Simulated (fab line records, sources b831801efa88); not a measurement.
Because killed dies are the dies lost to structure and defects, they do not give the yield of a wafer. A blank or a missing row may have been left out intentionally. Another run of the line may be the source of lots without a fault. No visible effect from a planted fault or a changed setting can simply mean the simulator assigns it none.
8D (eight disciplines) problem report, filled in by code :: flow gf180mcu :: the parts of the form that need people (team, actions taken, sign-off) are left out

## 1. PROBLEM STATEMENT
Wafers without a fault read 2999.9 rpm, standard deviation 2.3; spinSpeedRpm at GF_VT_IMPLANT_COAT_02 reads a mean of 3080.8 rpm on 6 wafers belonging to 2 lots. Measured from the usual mean, that is +35 standard deviations.
The step: resist thk 1000 nm.
Seen first at day 6 12:52 on lithoTrack-04, wafer L105.3. At this step, 39 wafers from 13 lots have a number in the record. By rule, "out" or "out of limits" means more than 4 standard deviations away from the usual mean. Any other wafer with a number is counted as sound.

## 2. WHAT IT IS, WHAT IT ISN'T
question: which readings at this step
is: spinSpeedRpm
is not: -

question: which lots
is: L105, L108
is not: L100, L101, L102, L110, L111, L112, L114, L115, L116, L117, L118

question: which wafers of those lots
is: all that have a number
is not: -

question: read on which tools
is: lithoTrack-04
is not: lithoTrack-02, lithoTrack-03

question: when
is: from day 6 12:52
is not: up to then (9 sound wafers); but 24 sound wafers of L110, L111, L112, L114, L115, L116, L117, L118 came after

## 3. THE SUSPECTS, EACH WITH WHAT RULES IT OUT
Counting: any tool at a process step up to the reading is kept as a suspect provided that every lot that is out went through it and no sound lot did after the first of them.
- lithoTrack-04 at GF_VT_IMPLANT_COAT_02 (resist thk 1000 nm): ruled out as a lasting fault. Sound lots L118 ran on it after its first lot that is out, L105 (day 6 12:52).
Left after counting: nothing in the record.

## 4. THE CAUSE (what the simulator had put in)
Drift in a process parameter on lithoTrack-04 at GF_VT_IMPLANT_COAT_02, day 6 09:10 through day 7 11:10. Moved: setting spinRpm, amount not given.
Counting ruled it out, wrongly.

## 5. THE CHAIN OF EFFECTS, in route order
One row per reading whose mean, taken over the struck wafers that have a number, lies over 3 standard deviations from the usual. Readings are gone through only where the record gives a usual standard deviation; hours: the median, over the lots, of the time from a lot's start at the first step in this table giving one to that lot's start at this step; sigmas: the change measured in usual standard deviations.
hours: 0
step: GF_VT_IMPLANT_COAT_02
reading: spinSpeedRpm
usual: 2999.9 rpm
on struck wafers: 3080.8
change: +80.9
sigmas: +35

hours: 9
step: GF_VT_IMPLANT_STRIP_09
reading: stripTimeToEndpointS
usual: 12.63 s
on struck wafers: 12.49
change: -0.14
sigmas: -3.7
It contains these process steps:
- GF_VT_IMPLANT_COAT_02: resist thk 1000 nm.
- GF_VT_IMPLANT_STRIP_09: strips in O2/N2.

## 6. HOW IT WOULD HAVE BEEN CAUGHT EARLIER
In this record the first reading out of limits was taken at day 6 12:52, 4 hours after the fault began at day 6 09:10.
